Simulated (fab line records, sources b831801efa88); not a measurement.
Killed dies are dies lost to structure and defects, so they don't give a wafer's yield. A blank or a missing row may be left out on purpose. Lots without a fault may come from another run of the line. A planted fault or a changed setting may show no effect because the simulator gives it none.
Chamber matching | flow gf180mcu | GF_V3_CMP_26 on cmp-02: 4 sister chambers
The step polishes, stops on SiO2, t overpolish 15 s, target thk 0 nm. 14 wafers are shown with their chamber, then 7 later ones without.

WAFERS WITH THEIR CHAMBER
wafer  | chamber | motor_current_A (A) | overpolish_run_s (s) | retaining_ring_pressure_frac
L265.2 | 0       | 11.6                | 14.987               | 1.001
L265.5 | 0       | 12.3                | 14.997               | 0.998
L265.6 | 3       | 10.4                | 15.013               | 1.006
L268.1 | 2       | 10.7                | 15.001               | 0.997
L268.3 | 0       | 12.1                | 14.994               | 0.999
L268.6 | 2       | 10.7                | 14.998               | 0.997
L271.2 | 0       | 11.2                | 15.019               | 0.994
L271.4 | 1       | 9.7                 | 15.000               | 1.001
L271.6 | 1       | 9.2                 | 14.996               | 1.004
L272.2 | 3       | 11.0                | 15.011               | 0.999
L272.5 | 1       | 9.1                 | 14.996               | 1.004
L272.6 | 0       | 12.3                | 15.007               | 0.996
L276.3 | 2       | 10.9                | 14.998               | 1.005
L276.4 | 1       | 9.6                 | 14.985               | 1.012

SIGNATURES (means of the wafers above)
reading                      | chamber 0 | chamber 1 | chamber 2 | chamber 3 | scatter within a chamber
motor_current_A              | 11.900    | 9.400     | 10.767    | 10.700    | 0.375
overpolish_run_s             | 15.00080  | 14.99425  | 14.99900  | 15.01200  | 0.00868
retaining_ring_pressure_frac | 0.99760   | 1.00525   | 0.99967   | 1.00250   | 0.00404
Rule: a wafer's distance from a chamber is the root of the sum, over the readings, of the square of ((its reading less the chamber's mean) divided by the reading's scatter). The wafer belongs to the nearest chamber; if the next one is less than 2 further off, it can't be placed. The scatter: the root of (the sum of the squares of (reading less its chamber's mean) over the shown wafers, divided by (wafers less chambers)).

WAFERS WITHOUT THEIR CHAMBER
wafer  | motor_current_A (A) | overpolish_run_s (s) | retaining_ring_pressure_frac
L276.5 | 10.9                | 15.008               | 1.002
L285.2 | 10.0                | 15.005               | 0.995
L285.3 | 9.3                 | 14.984               | 1.002
L285.5 | 9.6                 | 14.989               | 1.005
L286.2 | 8.9                 | 15.020               | 0.999
L286.5 | 9.6                 | 15.005               | 1.001
L286.6 | 12.0                | 15.003               | 1.001

WHICH CHAMBER EACH WENT THROUGH
wafer  | from the rows above          | in truth
L276.5 | can't be placed: 3 or 2      | 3
L285.2 | can't be placed: 2 or 3 or 1 | 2
L285.3 | 1                            | 1
L285.5 | 1                            | 1
L286.2 | can't be placed: 1 or 3 or 2 | 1
L286.5 | can't be placed: 1 or 3 or 2 | 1
L286.6 | 0                            | 0
Placed correctly: 3 of 7. Can't be placed from these rows: 4 (the true chamber is among the candidates in 4). Placed wrongly: 0.
